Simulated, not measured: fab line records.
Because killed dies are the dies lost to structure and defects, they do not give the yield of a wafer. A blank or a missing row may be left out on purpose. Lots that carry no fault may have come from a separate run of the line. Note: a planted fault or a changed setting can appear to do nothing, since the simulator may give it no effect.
fab line records :: flow sky130
record
  lots=7
  wafers=21
  last_day=50
route steps=708 shown FIELD_ISO@1
lots that met no fault: taken from a fault-free run of the same line
start_h: hours from the record's first day to the start of the lot's first wafer shown :: wait_h: time in hours since the lot's previous step :: " identical to the entry in the row above :: L1.1+2: several wafers, shown together as one row :: - either no value or no given start :: * or withheld: withheld :: < > ~ a bound
route shown NAME@n: a module of which the file shows steps, and the number in the route of the first :: usual: mean/standard deviation of fault-free wafers :: same: alike in all rows :: chamber/n: place in a boat :: sites: per-site readings :: _std_site: the values' standard deviation :: _edge_site: inner sites' mean taken away from outer sites' mean :: radius_mm: how far each site lies from the wafer's centre :: mask NAME#n: copy n :: behind: the last tool/chamber to shape the wafer :: hold: why the lot was held/for how many hours/how that ended :: device: the transistor (n, p or np) that didn't switch :: end of line: the route-end tests of the same wafers :: where a step has no rows: the recipe by itself :: killed: dies that structure and defects cost at the first sort, which is not the same as the wafer's yield :: map: the dies of a wafer, with x for killed, . for not killed, _ for no die there
set.NAME: the setting that was run; set.NAME@STEP: the one run at that earlier step :: model.NAME: the simulator's own value behind a step, which no gauge read
lots at some steps of the route; a table a step, a row a wafer
services: when a tool's chamber went out of use (start_h, in hours from the record's first day, below 0 if earlier), for how many hours, and the reason
## steps
# step SKY_FIELD_ISO_BOW_MEAS_00
# recipe
  mode=bow
# usual
  INCOMING_BOW=-1/5.6
lot.wafer: L324.1
tool: film_metro-01
chamber: -
start_h: 30.02
wait_h: -
INCOMING_BOW[um]: -8

lot.wafer: L324.3
tool: film_metro-01
chamber: -
start_h: 30.02
wait_h: -
INCOMING_BOW[um]: -7

lot.wafer: L324.4
tool: film_metro-01
chamber: -
start_h: 30.02
wait_h: -
INCOMING_BOW[um]: -4

lot.wafer: L326.1
tool: film_metro-04
chamber: -
start_h: 40.00
wait_h: -
INCOMING_BOW[um]: -6

lot.wafer: L326.3
tool: film_metro-04
chamber: -
start_h: 40.00
wait_h: -
INCOMING_BOW[um]: 1

lot.wafer: L326.5
tool: film_metro-04
chamber: -
start_h: 40.00
wait_h: -
INCOMING_BOW[um]: 3

lot.wafer: L328.1
tool: film_metro-01
chamber: -
start_h: 50.00
wait_h: -
INCOMING_BOW[um]: 1

lot.wafer: L328.4
tool: film_metro-01
chamber: -
start_h: 50.00
wait_h: -
INCOMING_BOW[um]: -2

lot.wafer: L328.5
tool: film_metro-01
chamber: -
start_h: 50.00
wait_h: -
INCOMING_BOW[um]: 7

lot.wafer: L329.2
tool: film_metro-01
chamber: -
start_h: 55.02
wait_h: -
INCOMING_BOW[um]: 3

lot.wafer: L329.3
tool: film_metro-01
chamber: -
start_h: 55.02
wait_h: -
INCOMING_BOW[um]: 3

lot.wafer: L329.4
tool: film_metro-01
chamber: -
start_h: 55.02
wait_h: -
INCOMING_BOW[um]: 2

lot.wafer: L330.2
tool: film_metro-03
chamber: -
start_h: 60.02
wait_h: -
INCOMING_BOW[um]: -7

lot.wafer: L330.4
tool: film_metro-03
chamber: -
start_h: 60.02
wait_h: -
INCOMING_BOW[um]: 2

lot.wafer: L330.6
tool: film_metro-03
chamber: -
start_h: 60.02
wait_h: -
INCOMING_BOW[um]: -5

lot.wafer: L338.1
tool: film_metro-01
chamber: -
start_h: 100.00
wait_h: -
INCOMING_BOW[um]: 15

lot.wafer: L338.2
tool: film_metro-01
chamber: -
start_h: 100.00
wait_h: -
INCOMING_BOW[um]: -4

lot.wafer: L338.6
tool: film_metro-01
chamber: -
start_h: 100.00
wait_h: -
INCOMING_BOW[um]: 1

lot.wafer: L342.1
tool: film_metro-03
chamber: -
start_h: 120.00
wait_h: -
INCOMING_BOW[um]: -4

lot.wafer: L342.2
tool: film_metro-03
chamber: -
start_h: 120.00
wait_h: -
INCOMING_BOW[um]: 2

lot.wafer: L342.6
tool: film_metro-03
chamber: -
start_h: 120.00
wait_h: -
INCOMING_BOW[um]: -5
# step SKY_FIELD_ISO_OXIDATION_01
# recipe
  temp_c=900
  ambient=O2
  stabilise_s=600
  purge_s=300
  target_thk_a=120
  ox_time_s=1843
# step SKY_FIELD_ISO_THK_MEAS_02
# recipe
  reads=SiO2_of_FIELD_ISO_OXIDATION_01
# usual
  FIELD_ISO_OXIDATION_00_THK=12.02/0.22
lot.wafer: L324.1
tool: film_metro-01
chamber: -
start_h: 32.20
wait_h: 0.0
FIELD_ISO_OXIDATION_00_THK[nm]: 11.90

lot.wafer: L324.3
tool: film_metro-01
chamber: -
start_h: 32.20
wait_h: 0.0
FIELD_ISO_OXIDATION_00_THK[nm]: 12.05

lot.wafer: L324.4
tool: film_metro-01
chamber: -
start_h: 32.20
wait_h: 0.0
FIELD_ISO_OXIDATION_00_THK[nm]: 11.70

lot.wafer: L326.1
tool: film_metro-01
chamber: -
start_h: 41.75
wait_h: 0.0
FIELD_ISO_OXIDATION_00_THK[nm]: 12.01

lot.wafer: L326.3
tool: film_metro-01
chamber: -
start_h: 41.75
wait_h: 0.0
FIELD_ISO_OXIDATION_00_THK[nm]: 12.06

lot.wafer: L326.5
tool: film_metro-01
chamber: -
start_h: 41.75
wait_h: 0.0
FIELD_ISO_OXIDATION_00_THK[nm]: 12.26

lot.wafer: L328.1
tool: film_metro-04
chamber: -
start_h: 51.63
wait_h: 0.0
FIELD_ISO_OXIDATION_00_THK[nm]: 12.21

lot.wafer: L328.4
tool: film_metro-04
chamber: -
start_h: 51.63
wait_h: 0.0
FIELD_ISO_OXIDATION_00_THK[nm]: 12.16

lot.wafer: L328.5
tool: film_metro-04
chamber: -
start_h: 51.63
wait_h: 0.0
FIELD_ISO_OXIDATION_00_THK[nm]: 12.11

lot.wafer: L329.2
tool: film_metro-04
chamber: -
start_h: 57.01
wait_h: 0.0
FIELD_ISO_OXIDATION_00_THK[nm]: 12.08

lot.wafer: L329.3
tool: film_metro-04
chamber: -
start_h: 57.01
wait_h: 0.0
FIELD_ISO_OXIDATION_00_THK[nm]: 11.90

lot.wafer: L329.4
tool: film_metro-04
chamber: -
start_h: 57.01
wait_h: 0.0
FIELD_ISO_OXIDATION_00_THK[nm]: 12.10

lot.wafer: L330.2
tool: film_metro-03
chamber: -
start_h: 63.86
wait_h: 0.0
FIELD_ISO_OXIDATION_00_THK[nm]: 12.15

lot.wafer: L330.4
tool: film_metro-03
chamber: -
start_h: 63.86
wait_h: 0.0
FIELD_ISO_OXIDATION_00_THK[nm]: 12.09

lot.wafer: L330.6
tool: film_metro-03
chamber: -
start_h: 63.86
wait_h: 0.0
FIELD_ISO_OXIDATION_00_THK[nm]: 12.07

lot.wafer: L338.1
tool: film_metro-01
chamber: -
start_h: 102.54
wait_h: 0.0
FIELD_ISO_OXIDATION_00_THK[nm]: 11.97

lot.wafer: L338.2
tool: film_metro-01
chamber: -
start_h: 102.54
wait_h: 0.0
FIELD_ISO_OXIDATION_00_THK[nm]: 11.93

lot.wafer: L338.6
tool: film_metro-01
chamber: -
start_h: 102.54
wait_h: 0.0
FIELD_ISO_OXIDATION_00_THK[nm]: 11.90

lot.wafer: L342.1
tool: film_metro-04
chamber: -
start_h: 122.75
wait_h: 0.0
FIELD_ISO_OXIDATION_00_THK[nm]: 12.04

lot.wafer: L342.2
tool: film_metro-04
chamber: -
start_h: 122.75
wait_h: 0.0
FIELD_ISO_OXIDATION_00_THK[nm]: 12.15

lot.wafer: L342.6
tool: film_metro-04
chamber: -
start_h: 122.75
wait_h: 0.0
FIELD_ISO_OXIDATION_00_THK[nm]: 11.81
# step SKY_FIELD_ISO_CVD_03
# recipe
  material=Si3N4
  precursor=DCS/NH3
  target_thk_nm=165
  temp_c=764.4
  time_s=2830
  pressure_mtorr=250
# step SKY_FIELD_ISO_THK_MEAS_04
# recipe
  reads=Si3N4_of_FIELD_ISO_CVD_03
# usual
  FIELD_ISO_CVD_03_THK=148.1/1.3
lot.wafer: L324.1
tool: film_metro-03
chamber: -
start_h: 34.13
wait_h: 0.0
FIELD_ISO_CVD_03_THK[nm]: 148.8

lot.wafer: L324.3
tool: film_metro-03
chamber: -
start_h: 34.13
wait_h: 0.0
FIELD_ISO_CVD_03_THK[nm]: 148.5

lot.wafer: L324.4
tool: film_metro-03
chamber: -
start_h: 34.13
wait_h: 0.0
FIELD_ISO_CVD_03_THK[nm]: 147.5

lot.wafer: L326.1
tool: film_metro-04
chamber: -
start_h: 43.60
wait_h: 0.0
FIELD_ISO_CVD_03_THK[nm]: 147.1

lot.wafer: L326.3
tool: film_metro-04
chamber: -
start_h: 43.60
wait_h: 0.0
FIELD_ISO_CVD_03_THK[nm]: 147.8

lot.wafer: L326.5
tool: film_metro-04
chamber: -
start_h: 43.60
wait_h: 0.0
FIELD_ISO_CVD_03_THK[nm]: 148.3

lot.wafer: L328.1
tool: film_metro-03
chamber: -
start_h: 55.26
wait_h: 0.0
FIELD_ISO_CVD_03_THK[nm]: 147.4

lot.wafer: L328.4
tool: film_metro-03
chamber: -
start_h: 55.26
wait_h: 0.0
FIELD_ISO_CVD_03_THK[nm]: 147.3

lot.wafer: L328.5
tool: film_metro-03
chamber: -
start_h: 55.26
wait_h: 0.0
FIELD_ISO_CVD_03_THK[nm]: 148.0

lot.wafer: L329.2
tool: film_metro-01
chamber: -
start_h: 58.86
wait_h: 0.0
FIELD_ISO_CVD_03_THK[nm]: 146.4

lot.wafer: L329.3
tool: film_metro-01
chamber: -
start_h: 58.86
wait_h: 0.0
FIELD_ISO_CVD_03_THK[nm]: 146.2

lot.wafer: L329.4
tool: film_metro-01
chamber: -
start_h: 58.86
wait_h: 0.0
FIELD_ISO_CVD_03_THK[nm]: 145.7

lot.wafer: L330.2
tool: film_metro-03
chamber: -
start_h: 65.71
wait_h: 0.0
FIELD_ISO_CVD_03_THK[nm]: 147.5

lot.wafer: L330.4
tool: film_metro-03
chamber: -
start_h: 65.71
wait_h: 0.0
FIELD_ISO_CVD_03_THK[nm]: 148.2

lot.wafer: L330.6
tool: film_metro-03
chamber: -
start_h: 65.71
wait_h: 0.0
FIELD_ISO_CVD_03_THK[nm]: 147.9

lot.wafer: L338.1
tool: film_metro-01
chamber: -
start_h: 104.39
wait_h: 0.0
FIELD_ISO_CVD_03_THK[nm]: 146.2

lot.wafer: L338.2
tool: film_metro-01
chamber: -
start_h: 104.39
wait_h: 0.0
FIELD_ISO_CVD_03_THK[nm]: 146.6

lot.wafer: L338.6
tool: film_metro-01
chamber: -
start_h: 104.39
wait_h: 0.0
FIELD_ISO_CVD_03_THK[nm]: 145.3

lot.wafer: L342.1
tool: film_metro-03
chamber: -
start_h: 126.22
wait_h: 0.0
FIELD_ISO_CVD_03_THK[nm]: 147.4

lot.wafer: L342.2
tool: film_metro-03
chamber: -
start_h: 126.22
wait_h: 0.0
FIELD_ISO_CVD_03_THK[nm]: 145.5

lot.wafer: L342.6
tool: film_metro-03
chamber: -
start_h: 126.22
wait_h: 0.0
FIELD_ISO_CVD_03_THK[nm]: 147.9
# step SKY_FIELD_ISO_DEHYDRATE_05
# recipe
  temp_c=200
  time_s=60
# step SKY_FIELD_ISO_HMDS_06
# recipe
  prime_time_s=60
  prime_temp_c=120
# step SKY_FIELD_ISO_COAT_07
# recipe
  resist=BARC
  temp_c=withheld
  time_s=withheld
  spin_rpm=3000
  resist_thk_nm=60
# step SKY_FIELD_ISO_COAT_08
# recipe
  resist=KrF-thick
  spin_rpm=3000
  resist_thk_nm=450
# step SKY_FIELD_ISO_SOFTBAKE_09
# recipe
  temp_c=100
  time_s=90
  resist=KrF-thick
# step SKY_FIELD_ISO_EXPOSE_10
# recipe
  mask_id=FOM
  na=0.68
  source_shape=annular
  sigma_inner=0.4
  sigma_outer=0.8
  target_cd_nm=150
  dose_mj=28
# step SKY_FIELD_ISO_PEB_11
# recipe
  peb_temp_c=withheld
  peb_time_s=withheld
  resist=KrF-thick
# usual
  chill_plate_temp_C=*
  exhaust_pa=44.9/0.93
lot.wafer: L324.1
tool: litho_track-04
chamber: 0
start_h: 49
wait_h: -
chill_plate_temp_C: *
exhaust_pa: 44.6

lot.wafer: L324.3
tool: litho_track-04
chamber: 0
start_h: 49
wait_h: -
chill_plate_temp_C: *
exhaust_pa: 46.0

lot.wafer: L324.4
tool: litho_track-04
chamber: 0
start_h: 49
wait_h: -
chill_plate_temp_C: *
exhaust_pa: 44.1

lot.wafer: L326.1
tool: litho_track-01
chamber: 0
start_h: 58
wait_h: -
chill_plate_temp_C: *
exhaust_pa: 45.4

lot.wafer: L326.3
tool: litho_track-01
chamber: 0
start_h: 58
wait_h: -
chill_plate_temp_C: *
exhaust_pa: 46.0

lot.wafer: L326.5
tool: litho_track-01
chamber: 0
start_h: 58
wait_h: -
chill_plate_temp_C: *
exhaust_pa: 45.2

lot.wafer: L328.1
tool: litho_track-01
chamber: -
start_h: 69
wait_h: -
chill_plate_temp_C: -
exhaust_pa: -

lot.wafer: L328.4
tool: litho_track-01
chamber: -
start_h: 69
wait_h: -
chill_plate_temp_C: -
exhaust_pa: -

lot.wafer: L328.5
tool: litho_track-01
chamber: -
start_h: 69
wait_h: -
chill_plate_temp_C: -
exhaust_pa: -

lot.wafer: L329.2
tool: litho_track-01
chamber: -
start_h: 74
wait_h: -
chill_plate_temp_C: -
exhaust_pa: -

lot.wafer: L329.3
tool: litho_track-01
chamber: -
start_h: 75
wait_h: -
chill_plate_temp_C: -
exhaust_pa: -

lot.wafer: L329.4
tool: litho_track-01
chamber: -
start_h: 75
wait_h: -
chill_plate_temp_C: -
exhaust_pa: -

lot.wafer: L330.2
tool: litho_track-03
chamber: -
start_h: 81
wait_h: -
chill_plate_temp_C: -
exhaust_pa: -

lot.wafer: L330.4
tool: litho_track-03
chamber: -
start_h: 81
wait_h: -
chill_plate_temp_C: -
exhaust_pa: -

lot.wafer: L330.6
tool: litho_track-03
chamber: -
start_h: 81
wait_h: -
chill_plate_temp_C: -
exhaust_pa: -

lot.wafer: L338.1
tool: litho_track-01
chamber: 0
start_h: 122
wait_h: -
chill_plate_temp_C: *
exhaust_pa: 45.5

lot.wafer: L338.2
tool: litho_track-01
chamber: 0
start_h: 122
wait_h: -
chill_plate_temp_C: *
exhaust_pa: 48.4

lot.wafer: L338.6
tool: litho_track-01
chamber: 0
start_h: 122
wait_h: -
chill_plate_temp_C: *
exhaust_pa: 46.8

lot.wafer: L342.1
tool: litho_track-01
chamber: 0
start_h: 145
wait_h: -
chill_plate_temp_C: *
exhaust_pa: 45.5

lot.wafer: L342.2
tool: litho_track-01
chamber: 0
start_h: 145
wait_h: -
chill_plate_temp_C: *
exhaust_pa: 45.1

lot.wafer: L342.6
tool: litho_track-01
chamber: 0
start_h: 145
wait_h: -
chill_plate_temp_C: *
exhaust_pa: 45.0
# step SKY_FIELD_ISO_DEVELOP_12
# recipe
  develop_time_s=60
  resist=KrF-thick
  dev_temp_c=21
## services
tool: litho_track-03
chamber: -
start_h: 94.69
hours: -
kind: consumable_replace:filter
## key
first_sign
  step=SKY_FIELD_ISO_PEB_11
  reading=tool_record
  direction=missing
effect none on later readings
met_at SKY_FIELD_ISO_PEB_11
struck_wafers L328.1,L328.4,L328.5,L329.2,L329.3,L329.4,L330.2,L330.4,L330.6
later_rows_left_out L328.1,L328.4,L328.5,L329.2,L329.3,L329.4,L330.2,L330.4,L330.6
sort_left_out L328.1,L328.4,L328.5,L329.2,L329.3,L329.4,L330.2,L330.4,L330.6
tester_left_out L328,L329,L330
onset_between 58 69
fault
  kind=skipped_step_whole
  tool=litho_track-01,litho_track-03
  chamber=-
  onset_h=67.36
  steps=SKY_FIELD_ISO_PEB_11
  scope=struck_lots_only
# tester_left_out: of these lots the tester's yield and bins aren't shown, on N5 and GAA mostly nor the transistor test; their killed dies are dies lost to structure and defects alone, not to doping, threshold or leakage, so they don't give the yield
# sort_left_out: the simulated sort isn't trusted on such a fault, so these wafers' sort isn't shown, and their yield isn't known
# later_rows_left_out: the simulator's readings of these wafers behind a module that went badly wrong aren't trusted and aren't shown, but for the sort
